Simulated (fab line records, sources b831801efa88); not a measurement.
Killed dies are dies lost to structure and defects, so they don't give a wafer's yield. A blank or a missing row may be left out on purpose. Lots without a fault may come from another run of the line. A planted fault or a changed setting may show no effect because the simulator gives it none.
Problem report in the 8D (eight disciplines) form, filled by code | flow sky130 | the parts of the form that need people (team, actions taken, sign-off) are left out

1. THE PROBLEM
head_pressure_psi at SKY_CONTACT_CMP_04 reads a mean of 2.554 psi on 4 wafers of 3 lots; wafers without a fault read 3.999 psi with a standard deviation of 0.0081. That is -99 or more standard deviations from the usual mean.
The step: polishes SiO2.
First seen on wafer L809.4, day 35 00:13, on cmp-02. The record holds 36 wafers of 12 lots with a number at this step. Rule for "out", or "out of limits": more than 4 standard deviations from the usual mean. The other wafers with a number count as sound.

2. WHAT IT IS AND WHAT IT IS NOT
question                    | is                                    | is not
which readings at this step | head_pressure_psi, time_to_endpoint_s | motor_current_A, retaining_ring_pressure_frac
which lots                  | L809, L810, L811                      | L796, L797, L799, L800, L801, L802, L803, L807, L819
which wafers of those lots  | L809.4, L810.4, L810.6, L811.3        | L809.3, L809.6, L810.2, L811.2, L811.5
read on which tools         | cmp-02                                | cmp-01
when                        | from day 35 00:13                     | up to then (26 sound wafers); but 6 sound wafers of L810, L811, L819 came after

3. SUSPECTS, AND WHAT RULES EACH OUT
Counting: a tool at a process step up to the reading stays a suspect if it ran every lot that is out. Sound lots after the first of them don't rule it out here, since some wafers of a struck lot are sound.
- cmp-01 at SKY_LI_CONTACT_CMP_02 (polishes PSG): kept. It ran every lot that is out, first L809 (day 32 17:20); its last sound lot up to then is L807 (day 31 17:07).
- cmp-02 at SKY_CONTACT_CMP_04 (polishes SiO2): kept. It ran every lot that is out, first L809 (day 35 00:13); its last sound lot up to then is L807 (day 34 01:05). Its own readings are out on those wafers: head_pressure_psi, time_to_endpoint_s.
- Within cmp-02 at SKY_CONTACT_CMP_04: the wafers that are out ran in chamber 0; their sound lot-mates ran in chambers 1, 2, 3.
Left after counting: cmp-01 at SKY_LI_CONTACT_CMP_02, cmp-02 at SKY_CONTACT_CMP_04.

4. THE CAUSE (what the simulator had put in)
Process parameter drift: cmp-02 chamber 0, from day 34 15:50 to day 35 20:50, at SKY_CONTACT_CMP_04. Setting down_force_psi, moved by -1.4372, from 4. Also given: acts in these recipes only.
Counting left 2 suspects, and this tool is among them.

5. THE CHAIN OF EFFECTS, in route order
Each row: a reading whose mean over the struck wafers that have a number lies more than 3 standard deviations from the usual. Only readings for which the record gives a usual standard deviation are gone through. hours: the time from each lot's start at the first step in this table that gives one to its start at this step, as a median over the lots. sigmas: the change in usual standard deviations.
hours | step                | reading            | usual      | on struck wafers | change | sigmas
0     | SKY_CONTACT_CMP_04  | head_pressure_psi  | 3.999 psi  | 2.554            | -1.445 | -99 or more
0     | SKY_CONTACT_CMP_04  | time_to_endpoint_s | 84 s       | 106              | +22    | +6.5
26    | SKY_CONTACT_ETCH_17 | oes_product_au     | 0.893 a.u. | 0.951            | +0.058 | +12
The process steps in it:
- SKY_CONTACT_CMP_04: polishes SiO2.
- SKY_CONTACT_ETCH_17: etches SiO2 in C4F8/O2/Ar, stops on Si3N4, target depth 340 nm.

6. WHAT WOULD HAVE CAUGHT IT SOONER
In this record the first reading out of limits was taken at day 35 00:13, 8 hours after the fault began at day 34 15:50.
